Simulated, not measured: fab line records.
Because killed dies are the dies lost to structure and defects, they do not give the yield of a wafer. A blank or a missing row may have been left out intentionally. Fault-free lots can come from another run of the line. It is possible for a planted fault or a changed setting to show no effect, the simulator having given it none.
Problem report in the 8D (eight disciplines) form, filled by code || flow gf180mcu || the parts of the form that need people (team, actions taken, sign-off) are left out

## 1. WHAT IS WRONG
At GF_STI_ETCH_13, oes product au averages 0.714 a.u. over 2 wafers from 2 lots, while fault-free wafers read 0.833 a.u., standard deviation 0.0061. That puts it -19 standard deviations away from the usual mean.
The step: etches the open film in CHF3/O2, stops on Si, target depth 282.31 nm, time 112.9 s.
First seen on wafer L279.5, day 5 16:16, on rie diel-01. The record has a number at this step for 39 wafers belonging to 13 lots. Rule for "out" (also "out of limits"): further than 4 standard deviations from the usual mean. The rest of the wafers with a number are treated as sound.

## 2. WHAT THIS IS AND IS NOT
{"question": "which readings at this step", "is": "oes product au", "is not": "O2_flow_sccm, drypump motor current A"}
{"question": "which lots", "is": "L279, L280", "is not": "L262, L263, L264, L266, L267, L269, L270, L271, L273, L281, L285"}
{"question": "which wafers of those lots", "is": "L279.5, L280.3", "is not": "L279.3, L279.6, L280.1, L280.4"}
{"question": "read on which tools", "is": "rie diel-01", "is not": "rie diel-02, rie diel-04"}
{"question": "when", "is": "from day 5 16:16", "is not": "up to then (29 sound wafers); but 8 sound wafers of L280, L281, L285 came after"}

## 3. THE SUSPECTS, EACH WITH WHAT RULES IT OUT
Counting: a tool at a process step up to the reading stays a suspect if it ran every lot that is out. Sound lots after the first of them don't rule it out here, since some wafers of a struck lot are sound.
- rie diel-01 at GF_STI_ETCH_13 (etches the open film in CHF3/O2, stops on Si, target depth 282.31 nm, time 112.9 s): kept. It ran every lot that is out, first L279 (day 5 16:16); its last sound lot up to then is L270 (day 3 19:06). Its own oes product au readings are out on those wafers.
- At GF_STI_ETCH_13, inside rie diel-01: chamber 2 took the wafers that are out, while their sound lot-mates went through chambers 0, 1, 3.
Remaining after the count: rie diel-01 at GF_STI_ETCH_13.

## 4. THE CAUSE (what the simulator had put in)
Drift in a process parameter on rie diel-01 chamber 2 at GF_STI_ETCH_13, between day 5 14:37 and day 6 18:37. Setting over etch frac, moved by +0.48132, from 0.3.
This tool alone remained once counting was done.

## 5. THE CHAIN OF EFFECTS, in route order
Rows list readings where the struck wafers' mean (over those with a number) sits beyond 3 standard deviations from the usual. Only readings for which the record gives a usual standard deviation are gone through. hours: the time from each lot's start at the first step in this table that gives one to its start at this step, as a median over the lots. sigmas: the change in usual standard deviations.
{"hours": 0, "step": "GF_STI_ETCH_13", "reading": "oes product au", "usual": "0.833 a.u.", "on struck wafers": 0.714, "change": -0.119, "sigmas": -19}
{"hours": 0, "step": "GF_STI_ETCH_13", "reading": "throttle valve pct", "usual": "8.812 %", "on struck wafers": 8.782, "change": -0.030, "sigmas": -3.5}
{"hours": 0, "step": "GF_STI_STRIP_15", "reading": "oes product au", "usual": "0.384 a.u.", "on struck wafers": 0.342, "change": -0.042, "sigmas": -8.6}
{"hours": 0, "step": "GF_STI_STRIP_15", "reading": "strip time to endpoint s", "usual": "3.73 s", "on struck wafers": 2.75, "change": -0.98, "sigmas": -20}
Process steps it contains:
- GF_STI_ETCH_13: etches the open film in CHF3/O2, stops on Si, target depth 282.31 nm, time 112.9 s.
- GF_STI_STRIP_15: strips in O2/N2.
At these later measuring or inspecting steps, every struck wafer for which the step has a row has a number for every such reading, and none has moved that far: GF_POLY_GATE_OVL_MEAS_11, GF_NSD_TW_MEAS_12, GF_SAB_THK_MEAS_01.

## 6. WHAT WOULD HAVE CAUGHT IT SOONER
In this record no reading fell out of limits until day 5 16:16, 2 hours after the fault had begun at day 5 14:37.
